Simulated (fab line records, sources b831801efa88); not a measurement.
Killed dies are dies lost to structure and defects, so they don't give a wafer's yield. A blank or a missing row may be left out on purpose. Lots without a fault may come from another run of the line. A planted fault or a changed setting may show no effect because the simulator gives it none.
A struck lot beside a sound one | flow sky130 | 23 steps out of a route of 708
Sound: wafers L737.1, L737.2, L737.5. Struck: wafer L732.5. (L732.1, L732.4 of the same lot were not struck and are left out.) The cause comes at the end.
At each step with rows: each side's tool, then ch and its chambers, then its first start. Under that, the readings that differ: sound wafers | struck wafers | difference of the means | sigmas: that difference in standard deviations of wafers without a fault.
alike: readings whose means differ by less than 2 such deviations, and words and numbers that are the same on both sides. not compared: withheld readings, readings that some wafer has no value for, bounds like >300 that may hide the same value, and numbers for which the record gives no deviation and whose values overlap.
The two part at a step that has a row with sigmas, a row that says differs or no value, or rows on one side only. Numbers that don't overlap but have no deviation are shown without sigmas and don't part them. A reading that every wafer of one side lacks parts them only if that side has two wafers or more.

first, 1 step without rows for these wafers: SKY_CAP2M_DEVELOP_11 (develop time 60 s).
SKY_CAP2M_OVL_MEAS_12:
  sound on overlay-01, day 43 20:46; struck on overlay-02, day 42 13:05
  alike: CAP2M_OVL
SKY_CAP2M_METAL_ETCH_13: etches TiN in Cl2/BCl3, stops on SiO2, target depth 220 nm, time 62.9 s.
  sound on rie_metal-04 ch 0,1, day 43 20:48; struck on rie_metal-02 ch 0, day 42 13:07
  reading                     | sound             | struck | difference | sigmas
  drypump_motor_current_A (A) | 5.0 5.7 5.0       | 6.0    | +0.8       | +2
  oes_product_au (a.u.)       | 0.941 0.933 0.924 | 0.951  | +0.018     | +2
  alike: bias_w, throttle_valve_pct
  not compared: rf_hours_counter_h
SKY_CAP2M_STRIP_14: strips in O2/N2.
  sound on plasma_asher-04 ch 0,1, day 43 20:53; struck on plasma_asher-02 ch 1, day 42 13:13
  alike: drypump_motor_current_A, oes_product_au, strip_time_to_endpoint_s
  not compared: rf_hours_counter_h
then, 8 steps without rows for these wafers: SKY_CAP2M_STRIP_15 (strips in post etch residue remover, time 1200 s); SKY_CAP2M_CLEAN_16 (cleans in IPA, time 180 s); SKY_CAP2M_CLEAN_17 (cleans in O3/DIW); SKY_METAL4_DEHYDRATE_05 (time 60 s); SKY_METAL4_HMDS_06 (prime time 60 s); SKY_METAL4_COAT_07 (resist thk 60 nm); SKY_METAL4_COAT_08 (resist thk 1140 nm); SKY_METAL4_SOFTBAKE_09 (time 90 s).
SKY_METAL4_EXPOSE_10: exposes mask MM4, target cd 300 nm.
  sound on krf_scanner-01 ch 0, day 44 08:53; struck on krf_scanner-02 ch 0, day 43 01:31
  alike: mask, stage_vel_mm_s
then, 2 steps without rows for these wafers: SKY_METAL4_PEB_11; SKY_METAL4_DEVELOP_12 (develop time 60 s).
SKY_METAL4_CD_MEAS_13: target cd 300 nm.
  sound on cd_sem-02, day 44 19:40; struck on cd_sem-02, day 43 12:28
  reading    | sound             | struck | difference | sigmas
  cd_nm (nm) | 298.4 298.4 299.9 | 276.5  | -22.4      | -14
SKY_METAL4_OVL_MEAS_14:
  sound on overlay-01, day 44 19:47; struck on overlay-01, day 43 12:35
  alike: METAL4_OVL
SKY_METAL4_DESCUM_15: chemistry O2, time 8 s.
  sound on rie_metal-03 ch 0,1, day 44 19:50; struck on rie_metal-04 ch 1, day 43 12:37
  reading                     | sound             | struck | difference | sigmas
  drypump_motor_current_A (A) | 5.53 5.76 5.55    | 5.00   | -0.61      | -2
  model.METAL4.cd_nm (nm)     | 298.7 299.3 299.9 | 275.4  | -23.9      |
  alike: oes_product_au
  not compared: rf_hours_counter_h
SKY_METAL4_ETCH_16: etches BARC in N2/H2, stops on SiO2, time 88.2 s, target depth 60 nm.
  sound on rie_metal-03 ch 0,1, day 44 19:52; struck on rie_metal-04 ch 1, day 43 12:40
  reading                     | sound              | struck | difference | sigmas
  bias_w (W)                  | 99.52 100.20 99.41 | 100.39 | +0.68      | +2
  drypump_motor_current_A (A) | 5.51 5.84 5.53     | 4.98   | -0.65      | -2
  alike: oes_product_au, throttle_valve_pct
  not compared: rf_hours_counter_h
SKY_METAL4_ETCH_17: etches SiO2 in C4F8/O2/Ar, stops on TiN, time 3.9 s, target depth 15 nm.
  sound on rie_diel-02 ch 1,2,3, day 44 19:58; struck on rie_diel-01 ch 1, day 43 12:45
  alike: bias_w, oes_product_au
  not compared: rf_hours_counter_h
SKY_METAL4_METAL_ETCH_18: etches the open film in Cl2/BCl3, stops on SiO2, target depth 845 nm, time 183.1 s.
  sound on rie_metal-01 ch 1, day 44 19:58; struck on rie_metal-03 ch 0, day 43 12:46
  reading                 | sound             | struck | difference | sigmas
  bias_w (W)              | 48.11 48.46 48.09 | 48.54  | +0.32      | +2
  model.METAL4.cd_nm (nm) | 289.1 285.7 286.4 | 268.2  | -18.9      |
  alike: drypump_motor_current_A, oes_product_au, throttle_valve_pct
  not compared: rf_hours_counter_h
SKY_METAL4_STRIP_19: strips in O2/N2.
  sound on plasma_asher-02 ch 0,1, day 44 20:20; struck on plasma_asher-03 ch 1, day 43 13:08
  alike: drypump_motor_current_A, oes_product_au, strip_time_to_endpoint_s
  not compared: rf_hours_counter_h
-- the record jumps here: 4 days lie between the struck wafers' starts before and after (it left off in module METAL4 and takes up again in module PAD_OPEN, whose first step shown is number 708 of the route) --
SKY_PAD_OPEN_PROBE_99:
  sound on prober-01, day 48 12:35; struck on prober-02, day 47 08:14
  reading                        | sound                | struck | difference | sigmas
  model.etest.met4.width_nm (nm) | 293.6 286.9 284.9    | 270.8  | -17.7      |
  model.etest.met4.line_ohm_um   | 0.1441 0.1476 0.1479 | 0.158  | +0.011     |
  alike: defect_limited_yield, killed_at_M0_to_M3, killed_at_M4_up, killed_at_contacts, killed_at_front_end, killed_at_other, killed_dies, killed_open, killed_short, sort_bin_3_pad_short, sort_bin_5_function, sort_bin_6_memory, sort_n_pass, sort_yield_pct

WHERE THEY PART
First at SKY_CAP2M_METAL_ETCH_13; last, within this record, at SKY_METAL4_METAL_ETCH_18. Later steps at which nothing parts them and some readings are alike: SKY_METAL4_STRIP_19, SKY_PAD_OPEN_PROBE_99.

WHY: what the simulator had put in
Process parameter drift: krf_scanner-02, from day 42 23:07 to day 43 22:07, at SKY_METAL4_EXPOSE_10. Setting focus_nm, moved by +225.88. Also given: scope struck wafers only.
